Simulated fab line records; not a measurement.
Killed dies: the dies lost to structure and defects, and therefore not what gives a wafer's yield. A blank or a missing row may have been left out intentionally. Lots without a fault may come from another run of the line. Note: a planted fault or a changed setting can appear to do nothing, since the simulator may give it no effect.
fab line records	flow sky130
record: lots: 6	wafers: 18	last-day: 50
route steps=708 shown CAP2M@612 METAL4@621 PAD_OPEN@708
lots that met no fault: from a run of the same line without faults
start-h: hours from the record's opening day to when the first of the lot's shown wafers began	wait-h: how many hours have passed since the lot's step before this one	" same as the row above	L1.1+2: several wafers, shown together as one row	- value missing, or start not given	* or withheld: withheld	< > ~ a bound
route shown NAME@n: names a module that has steps shown in the file, with the first one's number in the route	usual: mean and standard deviation over wafers with no fault	same: alike in all rows	chamber/n: place in a boat	sites: each site's reading	_std_site: their standard deviation	_edge_site: mean of outer sites minus mean of inner sites	radius-mm: how far each site lies from the wafer's centre	mask NAME#n: copy n	behind: the last tool/chamber to shape the wafer	hold: reason for holding the lot/hours on hold/outcome of the hold	device: the transistor (n, p or np) that didn't switch	end of line: the same wafers' tests at the end of the route	for a step that has no rows: nothing shown but its recipe	killed: dies that structure and defects cost at the first sort, which is not the same as the wafer's yield	map: per-die view of a wafer (x killed, . not killed, _ where there is no die)
set.NAME: the setting that was run; set.NAME@STEP: the one run at that earlier step	model.NAME: the simulator's own value behind a step, which no gauge read
lots at some steps of the route; a table a step, a row a wafer
services: a tool's chamber out of use, with start hour (start-h, from the record's first day; less than 0 if before it), hours out, and reason
== steps ==
step: SKY_CAP2M_EXPOSE_09
recipe: mask-id: CAP2M	na: 0.6	source-shape: conventional	sigma-outer: 0.6	polarization: unpolarized	target-cd-nm: 1000	dose-mj: 159
step: SKY_CAP2M_PEB_10
recipe: temp-c: withheld	time-s: *	resist: NOVOLAK
step: SKY_CAP2M_DEVELOP_11
recipe: resist: NOVOLAK	developer: TMAH	develop-time-s: 60	dev-temp-c: 23
step: SKY_CAP2M_OVL_MEAS_12
usual: CAP2M_OVL: -1.3/1.3
lot.wafer	tool	chamber	start-h	wait-h	CAP2M_OVL[nm]
L321.4	overlay-02	-	998.03	0.1	0.6
L321.5	"	-	"	"	-1.3
L321.6	"	-	"	"	1.5
L322.1	overlay-01	-	1005.62	0.1	-3.5
L322.3	"	-	"	"	-3.6
L322.5	"	-	"	"	-2.9
L327.3	overlay-02	-	1037.33	0.1	0.4
L327.4	"	-	"	"	-0.4
L327.6	"	-	"	"	-0.5
L330.3	overlay-02	-	1047.43	0.1	-1.8
L330.5	"	-	"	"	0.0
L330.6	"	-	"	"	-2.5
L337.3	overlay-01	-	1093.51	0.1	-2.6
L337.5	"	-	"	"	-1.6
L337.6	"	-	"	"	-3.8
L338.1	overlay-01	-	1099.09	0.1	-1.2
L338.5	"	-	"	"	-1.8
L338.6	"	-	"	"	-3.4
step: SKY_CAP2M_METAL_ETCH_13
recipe: target-depth-nm: 220	stop-on: SiO2	chemistry: Cl2/BCl3	target: TiN	pressure-mtorr: 10	icp-w: 900	bias-w: 48.5	Cl2_flow_sccm: 60	bcl3-flow-sccm: 30	time-s: 62.9
usual: drypump-motor-current-A: 5.79/0.29	oes-product-au: 0.942/0.0073	throttle-valve-pct: 21.902/0.0091
lot.wafer	tool	chamber	start-h	wait-h	drypump-motor-current-A	oes-product-au	rf-hours-counter-h	throttle-valve-pct
L321.4	rie-metal-01	0	998.08	0.0	5.50	0.941	-	21.917
L321.5	"	1	"	"	6.01	0.955	-	21.895
L321.6	"	0	"	"	5.48	0.954	-	21.912
L322.1	rie-metal-02	1	1005.65	0.0	5.57	0.938	4	21.895
L322.3	"	1	"	"	5.56	0.935	-	21.884
L322.5	"	0	"	"	6.29	0.940	-	21.909
L327.3	rie-metal-02	1	1037.38	0.0	5.56	0.944	-	21.894
L327.4	"	0	"	"	6.30	0.934	-	21.895
L327.6	"	0	"	"	6.32	0.925	-	21.907
L330.3	rie-metal-04	1	1047.48	0.0	5.72	0.937	-	21.900
L330.5	"	1	"	"	5.71	0.949	-	21.899
L330.6	"	0	"	"	5.68	0.948	-	21.892
L337.3	rie-metal-02	0	1093.56	0.0	6.29	0.946	-	21.900
L337.5	"	0	"	"	6.29	0.936	-	21.915
L337.6	"	1	"	"	5.57	0.935	-	21.911
L338.1	rie-metal-02	1	1099.12	0.0	5.56	0.957	10	21.896
L338.5	"	1	"	"	5.56	0.947	-	21.884
L338.6	"	0	"	"	6.30	0.963	-	21.889
step: SKY_CAP2M_STRIP_14
recipe: chemistry: O2/N2	power-w: 1400	pressure-mtorr: 1500	platen-temp-c: withheld	o2-flow-sccm: 3000	n2-flow-sccm: 300	overash-fraction: 0.5
usual: drypump-motor-current-A: 5.8/0.36	oes-product-au: 0.710/0.0049	strip-time-to-endpoint-s: 12.69/0.046
lot.wafer	tool	chamber	start-h	wait-h	drypump-motor-current-A	oes-product-au	rf-hours-counter-h	strip-time-to-endpoint-s
L321.4	plasma-asher-04	1	998.16	0.1	6.3	0.708	-	12.68
L321.5	"	1	"	"	6.3	0.704	-	12.72
L321.6	"	0	"	"	6.0	0.713	-	12.69
L322.1	plasma-asher-02	1	1005.73	0.1	5.1	0.713	109	12.66
L322.3	"	0	"	"	5.7	0.703	-	12.65
L322.5	"	0	"	"	5.7	0.711	-	12.65
L327.3	plasma-asher-04	0	1037.46	0.1	5.9	0.717	-	12.75
L327.4	"	1	"	"	6.4	0.710	-	12.71
L327.6	"	0	"	"	6.0	0.707	-	12.76
L330.3	plasma-asher-04	1	1047.56	0.1	6.3	0.712	-	12.70
L330.5	"	0	"	"	5.9	0.714	-	12.68
L330.6	"	1	"	"	6.3	0.712	-	12.60
L337.3	plasma-asher-04	0	1093.65	0.1	6.0	0.705	-	12.74
L337.5	"	1	"	"	6.4	0.713	-	12.73
L337.6	"	0	"	"	6.0	0.719	-	12.65
L338.1	plasma-asher-02	1	1099.20	0.1	5.1	0.710	4	12.66
L338.5	"	0	"	"	5.7	0.712	-	12.66
L338.6	"	1	"	"	5.1	0.708	-	12.67
step: SKY_CAP2M_STRIP_15
recipe: chemistry: post-etch-residue-remover	time-s: 1200	temp-c: 72.5
step: SKY_CAP2M_CLEAN_16
recipe: chemistry: IPA	time-s: 180	temp-c: 25
step: SKY_CAP2M_CLEAN_17
recipe: chemistry: O3/DIW	dry: n2-spin
step: SKY_METAL4_DEHYDRATE_05
recipe: temp-c: 200	time-s: 60
step: SKY_METAL4_HMDS_06
recipe: prime-time-s: 60	prime-temp-c: 121.2
step: SKY_METAL4_COAT_07
recipe: resist: BARC	temp-c: withheld	time-s: withheld	spin-rpm: 3000	resist-thk-nm: 60
step: SKY_METAL4_COAT_08
recipe: resist: KrF-thick	spin-rpm: 3000	resist-thk-nm: 1140
lot.wafer	tool	chamber	start-h	wait-h	model.KrF-thick_of_METAL4_COAT_08.thk-nm
L321.4	litho-track-04	0	1011	-	1153
L321.5	"	0	"	"	1152
L321.6	"	0	"	"	1150
L322.1	litho-track-01	0	1017	-	1142
L322.3+5	"	0	"	"	1143
L327.3+6	litho-track-04	0	1047	-	1145
L327.4	"	0	"	"	1140
L330.3	litho-track-01	0	1059	-	1138
L330.5+6	"	0	"	"	1136
L337.3	litho-track-04	0	1105	-	1058
L337.5	"	0	"	"	1062
L337.6	"	0	"	"	1059
L338.1	litho-track-04	0	1110	-	1067
L338.5	"	0	"	"	1062
L338.6	"	0	"	"	1064
step: SKY_METAL4_SOFTBAKE_09
recipe: temp-c: 100	time-s: 90	resist: KrF-thick
step: SKY_METAL4_EXPOSE_10
recipe: mask-id: MM4	na: 0.68	source-shape: annular	sigma-inner: 0.4	sigma-outer: 0.8	target-cd-nm: 300	dose-mj: 28
step: SKY_METAL4_PEB_11
recipe: peb-temp-c: withheld	peb-time-s: withheld	resist: KrF-thick
step: SKY_METAL4_DEVELOP_12
recipe: develop-time-s: 60	resist: KrF-thick	dev-temp-c: 21
step: SKY_METAL4_CD_MEAS_13
recipe: target-cd-nm: 300
usual: cd-nm: 299.8/1.5
lot.wafer	tool	chamber	start-h	wait-h	cd-nm
L321.4	cd-sem-02	-	1022.70	-	302.0
L321.5	"	-	"	"	302.5
L321.6	"	-	"	"	301.5
L322.1	cd-sem-01	-	1029.64	-	301.2
L322.3	"	-	"	"	302.0
L322.5	"	-	"	"	300.7
L327.3	cd-sem-01	-	1059.51	-	298.1
L327.4	"	-	"	"	300.5
L327.6	"	-	"	"	300.2
L330.3	cd-sem-01	-	1069.54	-	298.0
L330.5	"	-	"	"	299.2
L330.6	"	-	"	"	298.7
L337.3	cd-sem-01	-	1115.28	-	299.9
L337.5	"	-	"	"	298.5
L337.6	"	-	"	"	298.7
L338.1	cd-sem-02	-	1120.77	-	298.3
L338.5	"	-	"	"	299.6
L338.6	"	-	"	"	298.0
step: SKY_METAL4_OVL_MEAS_14
usual: METAL4_OVL: 1/6.7
lot.wafer	tool	chamber	start-h	wait-h	METAL4_OVL[nm]
L321.4	overlay-01	-	1022.78	0.1	6
L321.5	"	-	"	"	-5
L321.6	"	-	"	"	4
L322.1	overlay-02	-	1029.76	0.1	12
L322.3	"	-	"	"	0
L322.5	"	-	"	"	0
L327.3	overlay-01	-	1059.60	0.1	3
L327.4	"	-	"	"	-1
L327.6	"	-	"	"	-7
L330.3	overlay-02	-	1069.63	0.1	-7
L330.5	"	-	"	"	-7
L330.6	"	-	"	"	2
L337.3	overlay-02	-	1115.37	0.1	1
L337.5	"	-	"	"	0
L337.6	"	-	"	"	4
L338.1	overlay-02	-	1120.89	0.1	-5
L338.5	"	-	"	"	-1
L338.6	"	-	"	"	4
step: SKY_METAL4_DESCUM_15
recipe: chemistry: O2	source-power-w: 150	bias-power-w: 0	pressure-mtorr: 10	temp-c: 40	time-s: 8
usual: drypump-motor-current-A: 5.71/0.29	oes-product-au: 0.995/0.012
lot.wafer	tool	chamber	start-h	wait-h	drypump-motor-current-A	oes-product-au	rf-hours-counter-h	model.METAL4.cd-nm
L321.4	rie-metal-02	1	1022.81	0.0	5.56	1.009	-	301.5
L321.5	"	0	"	"	6.31	0.993	-	302.6
L321.6	"	1	"	"	5.56	1.001	-	300.6
L322.1	rie-metal-03	0	1029.79	0.0	5.68	0.985	13	300.8
L322.3	"	0	"	"	5.68	0.989	-	301
L322.5	"	1	"	"	5.49	0.987	-	299.9
L327.3	rie-metal-03	0	1059.63	0.0	5.69	0.994	-	297.4
L327.4	"	1	"	"	5.47	0.986	-	299.6
L327.6	"	1	"	"	5.47	0.997	-	299.7
L330.3	rie-metal-03	0	1069.66	0.0	5.70	0.987	-	297
L330.5	"	1	"	"	5.47	0.982	-	298
L330.6	"	0	"	"	5.69	0.986	-	297.6
L337.3	rie-metal-01	0	1115.40	0.0	5.46	1.012	-	299.1
L337.5	"	0	"	"	5.48	1.020	-	297.8
L337.6	"	1	"	"	6.04	0.979	-	297.9
L338.1	rie-metal-03	1	1120.92	0.0	5.47	0.999	19	297.4
L338.5	"	1	"	"	5.47	1.005	-	298.8
L338.6	"	1	"	"	5.48	1.003	-	297.4
step: SKY_METAL4_ETCH_16
recipe: chemistry: N2/H2	target: BARC	ion-energy-ev: 200	bias-w: 100	pressure-mtorr: 30	n2-flow-sccm: 100	h2-flow-sccm: 200	icp-w: 500	stop-on: SiO2	time-s: 88.2	target-depth-a: 600
usual: drypump-motor-current-A: 5.72/0.3	oes-product-au: 0.627/0.0043	throttle-valve-pct: 13.205/0.0084
lot.wafer	tool	chamber	start-h	wait-h	drypump-motor-current-A	oes-product-au	rf-hours-counter-h	throttle-valve-pct
L321.4	rie-metal-02	1	1022.86	0.0	5.57	0.631	-	13.219
L321.5	"	0	"	"	6.32	0.629	-	13.198
L321.6	"	1	"	"	5.58	0.636	-	13.198
L322.1	rie-metal-03	0	1029.82	0.0	5.71	0.630	13	13.202
L322.3	"	0	"	"	5.71	0.624	-	13.191
L322.5	"	1	"	"	5.52	0.618	-	13.224
L327.3	rie-metal-03	0	1059.69	0.0	5.70	0.627	-	13.205
L327.4	"	1	"	"	5.47	0.626	-	13.215
L327.6	"	1	"	"	5.48	0.628	-	13.193
L330.3	rie-metal-03	0	1069.72	0.0	5.69	0.626	-	13.209
L330.5	"	1	"	"	5.49	0.627	-	13.205
L330.6	"	0	"	"	5.71	0.625	-	13.193
L337.3	rie-metal-01	0	1115.46	0.0	5.49	0.627	-	13.220
L337.5	"	0	"	"	5.48	0.629	-	13.190
L337.6	"	1	"	"	6.04	0.623	-	13.208
L338.1	rie-metal-03	1	1120.99	0.1	5.49	0.626	19	13.193
L338.5	"	1	"	"	5.50	0.623	-	13.211
L338.6	"	1	"	"	5.52	0.622	-	13.203
step: SKY_METAL4_ETCH_17
recipe: target: SiO2	stop-on: TiN	chemistry: C4F8/O2/Ar	source-w: 1500	bias-w: 1200	pressure-mtorr: 40	c4f8-flow-sccm: withheld	O2_flow_sccm: 6	Ar_flow_sccm: 300	time-s: 3.9	target-depth-a: 150
usual: oes-product-au: 0.756/0.0075
lot.wafer	tool	chamber	start-h	wait-h	oes-product-au	rf-hours-counter-h
L321.4	rie-diel-04	2	1022.93	0.0	0.762	1
L321.5	"	2	"	"	0.765	-
L321.6	"	3	"	"	0.769	-
L322.1	rie-diel-02	2	1029.92	0.1	0.737	6
L322.3	"	1	"	"	0.754	10
L322.5	"	0	"	"	0.757	-
L327.3	rie-diel-04	0	1059.75	0.0	0.755	14
L327.4	"	1	"	"	0.749	17
L327.6	"	0	"	"	0.765	-
L330.3	rie-diel-03	0	1069.78	0.0	0.746	1
L330.5	"	1	"	"	0.751	-
L330.6	"	3	"	"	0.753	-
L337.3	rie-diel-02	2	1115.52	0.0	0.771	9
L337.5	"	2	"	"	0.768	-
L337.6	"	3	"	"	0.764	-
L338.1	rie-diel-03	2	1121.18	0.2	0.745	18
L338.5	"	3	"	"	0.753	-
L338.6	"	0	"	"	0.751	-
step: SKY_METAL4_METAL_ETCH_18
recipe: target-depth-a: 8450	stop-on: SiO2	over-etch-frac: 0.3	time-s: 183.1	chemistry: Cl2/BCl3	resist-sidewall-deg: 88	pressure-mtorr: 10	icp-w: 900	bias-w: 48.5	Cl2_flow_sccm: 60	bcl3-flow-sccm: 30
usual: drypump-motor-current-A: 5.8/0.34	oes-product-au: 0.865/0.0066	throttle-valve-pct: 22.265/0.0088
lot.wafer	tool	chamber	start-h	wait-h	drypump-motor-current-A	oes-product-au	rf-hours-counter-h	throttle-valve-pct	model.KrF-thick_of_METAL4_COAT_08.thk-nm
L321.4	rie-metal-01	0	1023.01	0.1	5.5	0.867	-	22.262	525.9
L321.5	"	0	"	"	5.5	0.866	-	22.250	525.8
L321.6	"	1	"	"	6.0	0.867	-	22.263	550.8
L322.1	rie-metal-02	0	1029.94	0.0	6.3	0.859	12	22.276	533.1
L322.3	"	1	"	"	5.6	0.873	-	22.264	521.4
L322.5	"	0	"	"	6.3	0.866	-	22.277	528.8
L327.3	rie-metal-02	1	1059.83	0.1	5.6	0.860	-	22.275	533.1
L327.4	"	0	"	"	6.3	0.859	-	22.261	529.5
L327.6	"	1	"	"	5.6	0.861	-	22.257	528.2
L330.3	rie-metal-01	1	1069.86	0.1	6.0	0.872	-	22.259	540.2
L330.5	"	0	"	"	5.5	0.868	-	22.266	511.2
L330.6	"	1	"	"	6.0	0.872	-	22.261	538.1
L337.3	rie-metal-02	0	1115.60	0.1	6.3	0.861	-	22.270	448
L337.5	"	1	"	"	5.6	0.869	-	22.272	445.2
L337.6	"	0	"	"	6.3	0.863	-	22.268	450.3
L338.1	rie-metal-02	0	1121.20	0.0	6.3	0.868	18	22.271	459.7
L338.5	"	0	"	"	6.3	0.859	-	22.249	454.4
L338.6	"	1	"	"	5.6	0.865	-	22.260	449.4
step: SKY_METAL4_STRIP_19
recipe: chemistry: O2/N2	power-w: 1400	pressure-mtorr: 1500	platen-temp-c: withheld	o2-flow-sccm: 3000	n2-flow-sccm: 300	overash-fraction: 0.5
usual: drypump-motor-current-A: 5.7/0.31	oes-product-au: 0.504/0.0058	strip-time-to-endpoint-s: 6.56/0.097
lot.wafer	tool	chamber	start-h	wait-h	drypump-motor-current-A	oes-product-au	rf-hours-counter-h	strip-time-to-endpoint-s
L321.4	plasma-asher-04	1	1023.16	0.1	6.4	0.504	-	6.51
L321.5	"	1	"	"	6.3	0.507	-	6.53
L321.6	"	0	"	"	5.9	0.512	-	6.76
L322.1	plasma-asher-03	1	1030.12	0.1	5.6	0.503	59	6.57
L322.3	"	0	"	"	5.6	0.504	-	6.48
L322.5	"	1	"	"	5.6	0.510	-	6.54
L327.3	plasma-asher-04	1	1059.98	0.1	6.3	0.506	-	6.59
L327.4	"	0	"	"	5.9	0.507	-	6.56
L327.6	"	1	"	"	6.3	0.502	-	6.53
L330.3	plasma-asher-03	1	1070.01	0.1	5.7	0.501	-	6.67
L330.5	"	0	"	"	5.6	0.499	-	6.39
L330.6	"	1	"	"	5.7	0.502	-	6.63
L337.3	plasma-asher-03	1	1115.75	0.1	5.7	0.472	-	5.75
L337.5	"	0	"	"	5.6	0.458	-	5.71
L337.6	"	1	"	"	5.7	0.472	-	5.77
L338.1	plasma-asher-04	1	1121.38	0.1	6.3	0.476	105	5.86
L338.5	"	1	"	"	6.4	0.472	-	5.80
L338.6	"	0	"	"	6.0	0.465	-	5.76
step: SKY_METAL4_STRIP_20
recipe: chemistry: post-etch-residue-remover	time-s: 1200	temp-c: 72.5
step: SKY_PAD_OPEN_PROBE_99
usual: defect-limited-yield: 82.1/1.9	killed_at_M0_to_M3: 44/6.6	killed_at_M4_up: 3.0/1.9	killed-at-contacts: 24/5.1	killed-at-front-end: 16/4.6	killed-at-other: 0.3/0.59	killed-dies: 88/9.5	killed-open: 48/6.7	killed-short: 40/6.1	sort_bin_3_pad_short: 0.9/0.43	sort_bin_5_function: 10.7/1.6	sort_bin_6_memory: 6.3/1.1	sort-n-pass: 404/9.5	sort-yield-pct: 82.1/1.9
same: gross-dies: 492	killed-at-back-side: 0	sort_bin_4_leakage[%]: 0	sort_bin_8_speed[%]: 0
lot.wafer	tool	chamber	start-h	wait-h	defect-limited-yield[%]	killed_at_M0_to_M3	killed_at_M4_up	killed-at-contacts	killed-at-front-end	killed-at-other	killed-dies	killed-open	killed-short	sort_bin_3_pad_short[%]	sort_bin_5_function[%]	sort_bin_6_memory[%]	sort-n-pass	sort-yield-pct[%]
L322.1	prober-02	-	1119.50	0.1	81.3	48	1	24	19	0	92	51	41	2.2	9.3	7.1	400	81.3
L322.3	prober-02	-	1119.60	0.2	82.7	41	4	24	16	0	85	56	29	0.4	10.8	6.1	407	82.7
L322.5	prober-02	-	1119.70	0.2	79.7	52	4	20	24	0	100	61	39	0.4	16.1	3.9	392	79.7
L337.3	prober-02	-	1194.28	0.2	83.3	35	2	24	21	0	82	41	41	0.6	10.6	5.5	410	83.3
L337.5	prober-02	-	1194.38	0.2	81.7	40	5	25	20	0	90	47	43	1.2	10.8	6.3	402	81.7
L337.6	prober-02	-	1194.43	0.2	83.1	41	2	24	16	0	83	46	37	0.8	9.1	6.9	409	83.1
killed by level:class
L322.1 VIA2:geometric-particle:open=11 VIA1:geometric-particle:open=8 CONTACT:geometric-particle:short=8 VIA3:geometric-particle:open=8 CONTACT:geometric-particle:open=7 METAL2:geometric-particle:short=7 FIELD_ISO:geometric-particle:short=5 VIA3:geometric-particle:short=5
L322.3 VIA1:geometric-particle:open=14 CONTACT:geometric-particle:open=11 VIA2:geometric-particle:open=8 CONTACT:geometric-particle:short=7 VIA3:geometric-particle:open=6 FIELD_ISO:geometric-particle:open=5 LI_CONTACT:geometric-particle:open=4 FIELD_ISO:geometric-particle:short=3
L322.5 VIA1:geometric-particle:open=11 VIA3:geometric-particle:open=11 CONTACT:geometric-particle:open=8 FIELD_ISO:geometric-particle:open=6 LI_CONTACT:geometric-particle:open=5 METAL2:geometric-particle:short=5 VIA1:geometric-particle:short=5 VIA2:geometric-particle:open=5
L337.3 VIA1:geometric-particle:open=10 CONTACT:geometric-particle:open=6 LOCAL_INTERCONNECT:geometric-particle:short=6 FIELD_ISO:geometric-particle:open=5 VIA2:geometric-particle:open=5 LI_CONTACT:geometric-particle:open=4 LI_CONTACT:geometric-particle:short=4 METAL1:geometric-particle:short=4
L337.5 VIA1:geometric-particle:open=15 CONTACT:geometric-particle:open=8 POLY_GATE:geometric-particle:short=7 CONTACT:geometric-particle:short=7 METAL2:geometric-particle:short=6 FIELD_ISO:geometric-particle:open=5 LI_CONTACT:geometric-particle:open=5 METAL4:geometric-particle:short=4
L337.6 CONTACT:geometric-particle:open=12 VIA1:geometric-particle:open=12 VIA3:geometric-particle:open=6 POLY_GATE:geometric-particle:open=5 LOCAL_INTERCONNECT:geometric-particle:short=5 VIA1:geometric-particle:short=5 FIELD_ISO:geometric-particle:short=4 FIELD_ISO:geometric-particle:open=4
== services ==
tool	chamber	start-h	hours	kind
rie-metal-03	-	980.08	2.8	pm
rie-diel-02	2	983.58	13.8	repair
rie-metal-03	0	985.53	15.9	repair
plasma-asher-03	-	1007.40	7.1	repair
rie-metal-01	-	1013.49	0.2	repair
rie-metal-04	1	1015.53	2.3	repair
rie-diel-04	-	1024.26	0.4	repair
rie-diel-03	0	1034.57	-	clean
rie-diel-03	0	1034.57	21.6	scheduled-down
rie-diel-03	0	1034.57	21.6	vent-cycle
rie-diel-04	-	1037.80	0.6	repair
rie-diel-04	3	1041.35	4.2	repair
rie-metal-01	1	1042.50	7.6	repair
plasma-asher-02	-	1046.09	2.5	repair
plasma-asher-04	-	1053.68	0.5	repair
plasma-asher-02	-	1055.33	9.0	pm
plasma-asher-02	0	1055.33	9.0	vent-cycle
rie-diel-02	-	1060.15	15.6	pm
rie-diel-03	2	1066.54	9.2	repair
plasma-asher-04	-	1069.11	1.4	repair
rie-metal-01	-	1074.77	0.6	repair
rie-metal-03	0	1093.79	5.3	repair
rie-diel-03	1	1099.49	7.7	repair
rie-metal-03	1	1117.79	3.1	repair
== key ==
first-sign: step: SKY_METAL4_STRIP_19	reading: strip-time-to-endpoint-s	direction: down	sigmas: 8.1	usual: *	struck: *
effect: step: SKY_METAL4_STRIP_19	reading: oes-product-au	direction: down	sigmas: 5.9	usual: 0.504	struck: 0.469
model-effect: step: SKY_METAL4_COAT_08	value: KrF-thick_of_METAL4_COAT_08.thk-nm	without: 1143	struck: 1062
model-effect: step: SKY_METAL4_DESCUM_15	value: METAL4.cd-nm	without: 300.8	struck: 298.1
model-effect: step: SKY_METAL4_METAL_ETCH_18	value: KrF-thick_of_METAL4_COAT_08.thk-nm	without: 531.8	struck: 451.2
met-at SKY_METAL4_COAT_08
struck-wafers L337.3,L337.5,L337.6,L338.1,L338.5,L338.6
onset-between 1047 1105
also-fits time
fault: kind: process-parameter-drift	tool: litho-track-04	chamber: -	onset-h: 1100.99	steps: SKY_METAL4_COAT_08	channel: resist-thk-nm	offset: -80.456	shape: step	end-h: 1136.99	acts-in: these-recipes-only	stated: 1140
